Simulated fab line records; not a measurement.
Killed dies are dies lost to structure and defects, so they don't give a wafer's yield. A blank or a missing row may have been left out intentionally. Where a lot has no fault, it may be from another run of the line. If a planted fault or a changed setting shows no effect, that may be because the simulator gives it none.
Code-filled problem report in 8D (eight disciplines) form ; flow gf180mcu ; the parts of the form that need people (team, actions taken, sign-off) are left out

== 1. WHAT IS WRONG ==
Wafers without a fault read 1.000 a.u., standard deviation 0.0065; oes product au at GF_SAB_ETCH_11 reads a mean of 0.899 a.u. on 4 wafers belonging to 3 lots. Relative to the usual mean, that is a shift of -16 standard deviations.
The step: etches SiO2 in C4F8/O2/Ar, target depth 55 nm, time 8.5 s.
First seen on wafer L368.3, day 20 15:06, on rie diel-02. The record has a number at this step for 39 wafers belonging to 14 lots. Rule for "out" (also "out of limits"): further than 4 standard deviations from the usual mean. Any other wafer with a number is counted as sound.

== 2. WHAT IT IS, AND WHAT IT ISN'T ==
question;is;is not
which readings at this step;oes product au;-
which lots;L368, L369, L370;L353, L355, L356, L357, L358, L359, L371, L372, L373, L374, L375
which wafers of those lots;L368.3, L369.3, L370.3, L370.5;L368.6, L369.1
read on which tools;rie diel-02;rie diel-03, rie diel-04
when;from day 20 15:06;"up to then (19 sound wafers); but 16 sound wafers of L369, L371, L372, L373, L374, L375 came after"

== 3. WHAT RULES OUT EACH SUSPECT ==
Counting: a tool at a process step up to the reading stays a suspect if it ran every lot that is out. Sound lots after the first of them don't rule it out here, since some wafers of a struck lot are sound.
- rie diel-02 at GF_SAB_ETCH_11 (etches SiO2 in C4F8/O2/Ar, target depth 55 nm, time 8.5 s): kept. It ran every lot that is out, first L368 (day 20 15:06); its last sound lot up to then is L359 (day 17 11:10). Its own oes product au readings are out on those wafers.
The count leaves rie diel-02 at GF_SAB_ETCH_11.

== 4. THE CAUSE (what the simulator had put in) ==
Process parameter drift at GF_SAB_ETCH_11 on rie diel-02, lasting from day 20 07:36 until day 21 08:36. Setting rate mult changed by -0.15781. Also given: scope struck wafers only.
After counting, this tool was the only one left.

== 5. SEQUENCE OF EFFECTS, ordered by route ==
Each row: a reading where the mean over the struck wafers with a number is more than 3 standard deviations away from the usual. Only readings for which the record gives a usual standard deviation are gone through. hours: the time from each lot's start at the first step in this table that gives one to its start at this step, as a median over the lots. sigmas: the change in usual standard deviations.
hours;step;reading;usual;on struck wafers;change;sigmas
0;GF_SAB_ETCH_11;oes product au;1.000 a.u.;0.899;-0.101;-16
Process steps it contains:
- GF_SAB_ETCH_11: etches SiO2 in C4F8/O2/Ar, target depth 55 nm, time 8.5 s.
Later steps that measure or inspect, where all struck wafers having a row at the step show a number for every such reading and not one has moved that far: GF_V1_BOW_MEAS_05.

== 6. HOW IT WOULD HAVE BEEN CAUGHT EARLIER ==
In this record the first reading out of limits was taken at day 20 15:06, 8 hours after the fault began at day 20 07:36.
